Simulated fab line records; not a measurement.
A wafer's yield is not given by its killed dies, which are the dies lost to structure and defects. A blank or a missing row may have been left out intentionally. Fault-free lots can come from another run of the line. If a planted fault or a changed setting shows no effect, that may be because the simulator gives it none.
A lot that was struck, set against a sound lot / flow sfq line / 21 steps out of a route of 325
Sound: these wafers, L923.1, L923.2, L923.3. Struck: wafers L933.2, L933.4, L933.5. The cause comes at the end.
For every step that has rows: the tool of each side, followed by ch and its chambers, followed by its first start. Under that, the readings that differ: sound wafers / struck wafers / difference of the means / sigmas: that difference in standard deviations of wafers without a fault.
alike: readings with means less than 2 such deviations apart, plus words and numbers identical on both sides. not compared: withheld readings, readings lacking a value on some wafer, bounds such as >300 that could conceal the same value, and numbers that have no deviation in the record and whose values overlap.
Wherever a step has rows on one side only, a row that says differs or no value, or a row with sigmas, the two part there. Non-overlapping numbers with no deviation appear without sigmas and do not part them. Lack of a reading on every wafer of one side parts them only where that side has two or more wafers.

first, 3 steps without rows for these wafers: SFQ_TRILAYER_M1_LITHO_EXPOSE_040 (exposes mask M1, target cd 500 nm); SFQ_TRILAYER_M1_LITHO_PEB_042 (peb time 60 s); SFQ_TRILAYER_M1_LITHO_DEVELOP_041 (time 60 s).
SFQ_M1_OVL_MEAS_911:
  sound on overlay-01, day 13 17:37; struck on overlay-01, day 17 06:02
  alike: M1_OVL
SFQ_TRILAYER_M1_BARC_OPEN_METAL_ETCH_054: etches BARC in O2, target depth 125 nm, time 41.7 s.
  sound on rie metal-03 ch 0,1, day 13 17:39; struck on rie metal-04 ch 0,1, day 17 06:04
reading=drypump motor current A (A); sound=5.43 5.31 5.31; struck=5.05 4.84 4.85; difference=-0.44; sigmas=-2
  alike: oes product au, rf fwd power W
  not compared: rf hours counter h
SFQ_TRILAYER_M1_ETCH_METAL_ETCH_042: etches Nb in Cl2/Ar, stops on SiO2, target depth 240 nm, time 120 s.
  sound on rie metal-03 ch 0,1, day 13 17:43; struck on rie metal-04 ch 0,1, day 17 06:08
reading=drypump motor current A (A); sound=5.43 5.30 5.31; struck=5.06 4.84 4.83; difference=-0.44; sigmas=-2
  alike: oes product au, rf fwd power W
  not compared: rf hours counter h
then, 3 steps without rows for these wafers: SFQ_TRILAYER_M1_STRIP_STRIP_043 (strips in O2); SFQ_TRILAYER_M1_STRIP_SOLV_CLEAN_044 (cleans in NMP, time 600 s); SFQ_TRILAYER_I1_DEP_PECVD_045 (deposits SiO2 from SiH4/N2O, time 111.11 s, target thk 500 nm).
SFQ_TRILAYER_I1_CMP_CMP_046: polishes SiO2.
  sound on cmp-01 ch 0,2,3, day 13 22:28; struck on cmp-01 ch 1,3, day 17 08:02
  alike: motor current A, slurry filter dp kPa, time to endpoint s
SFQ_I1_BOW_MEAS_912:
  sound on film metro-03, day 14 01:28; struck on film metro-03, day 17 11:03
  alike: I1_BOW
SFQ_TRILAYER_I1_METRO_MEASURE_047:
  sound on film metro-03, day 14 01:35; struck on film metro-03, day 17 11:21
reading=thk nm (nm); sound=201.7 201.7 200.6; struck=198.5 199.0 197.6; difference=-3.0; sigmas=-2
SFQ_TRILAYER_I1_VIA_LITHO_COAT_054: resist thk 62 nm.
  sound on litho track-04 ch 0, day 14 02:47; struck on litho track-01 ch 0, day 17 12:24
reading=spin speed rpm (rpm); sound=3000.6 3003.7 3002.1; struck=2858.8 2853.2 2855.9; difference=-146.2; sigmas=-73
reading=model.BARC_of_TRILAYER_I1_VIA_LITHO_COAT_054.thk nm (nm); sound=61.85 62.09 61.9; struck=63.27 63.59 63.41; difference=+1.48; sigmas=
then, 5 steps without rows for these wafers: SFQ_TRILAYER_I1_VIA_LITHO_COAT_049 (resist thk 650 nm); SFQ_TRILAYER_I1_VIA_LITHO_SOFTBAKE_053; SFQ_TRILAYER_I1_VIA_LITHO_EXPOSE_050 (exposes mask I1, target cd 500 nm); SFQ_TRILAYER_I1_VIA_LITHO_PEB_052 (peb time 60 s); SFQ_TRILAYER_I1_VIA_LITHO_DEVELOP_051 (time 60 s).
-- the record jumps here: 3 days lie between the struck wafers' starts before and after --
SFQ_I1_OVL_MEAS_913:
  sound on overlay-01, day 16 19:14; struck on overlay-01, day 20 05:29
  alike: I1_OVL
SFQ_TRILAYER_I1_VIA_BARC_OPEN_VIA_ETCH_071: etches BARC in O2, target depth 125 nm, time 41.7 s.
  sound on rie diel-03 ch 0,2,3, day 16 19:16; struck on rie diel-02 ch 0,2,3, day 20 05:31
reading=model.etch.depth nm (nm); sound=61.85 62.09 61.9; struck=63.27 63.59 63.41; difference=+1.48; sigmas=
  alike: drypump motor current A, oes product au, rf fwd power W
  not compared: rf hours counter h
SFQ_TRILAYER_I1_VIA_ETCH_VIA_ETCH_052: etches SiO2 in CHF3, stops on Nb, target depth 260 nm.
  sound on rie diel-03 ch 0,2,3, day 16 19:19; struck on rie diel-02 ch 0,2,3, day 20 05:34
  alike: drypump motor current A, oes product au, rf fwd power W

== WHERE THEY PART ==
At SFQ_TRILAYER_M1_BARC_OPEN_METAL_ETCH_054 first; at SFQ_TRILAYER_I1_VIA_LITHO_COAT_054 last (within this record only). Later steps at which nothing parts them and some readings are alike: SFQ_I1_OVL_MEAS_913, SFQ_TRILAYER_I1_VIA_BARC_OPEN_VIA_ETCH_071, SFQ_TRILAYER_I1_VIA_ETCH_VIA_ETCH_052.

WHY: the cause the simulator had injected
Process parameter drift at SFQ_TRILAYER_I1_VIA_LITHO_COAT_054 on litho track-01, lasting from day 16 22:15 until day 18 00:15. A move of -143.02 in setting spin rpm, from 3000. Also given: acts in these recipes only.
